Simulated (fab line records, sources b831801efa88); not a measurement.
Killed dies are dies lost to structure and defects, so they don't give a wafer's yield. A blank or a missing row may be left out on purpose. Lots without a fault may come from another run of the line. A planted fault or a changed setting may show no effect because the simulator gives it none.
Chamber matching | flow sky130 | SKY_FIELD_ISO_CMP_27 on cmp-01: 3 sister chambers
The step polishes, stops on Si3N4, t overpolish 16 s, target thk 457.8 nm. 3 wafers are shown with their chamber, then 6 later ones without.

WAFERS WITH THEIR CHAMBER
wafer  | chamber | motor_current_A (A)
L160.1 | 2       | 10.9
L171.3 | 1       | 14.7
L171.5 | 3       | 11.3

WAFERS WITHOUT THEIR CHAMBER
wafer  | motor_current_A (A)
L171.6 | 11.7
L175.1 | 11.7
L175.3 | 10.9
L176.2 | 10.8
L176.5 | 15.0
L176.6 | 11.5

WHICH CHAMBER EACH WENT THROUGH
wafer  | from the rows above     | in truth
L171.6 | can't be placed: 3 or 2 | 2
L175.1 | can't be placed: 3 or 2 | 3
L175.3 | can't be placed: 2 or 3 | 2
L176.2 | can't be placed: 2 or 3 | 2
L176.5 | 1                       | 1
L176.6 | can't be placed: 3 or 2 | 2
Placed correctly: 1 of 6. Can't be placed from these rows: 5 (the true chamber is among the candidates in 5). Placed wrongly: 0.
How it was worked out, from the rows above alone: a wafer's distance from a chamber is the root of the sum, over the readings, of the square of ((its reading less the chamber's mean) divided by the reading's scatter). The wafer belongs to the nearest chamber; if the next one is less than 2 further off, it can't be placed. A chamber's mean is the mean of its shown wafers. The scatter: with one shown wafer a chamber, the root of the mean of the squares of how far each hidden wafer lies from its nearest shown one.
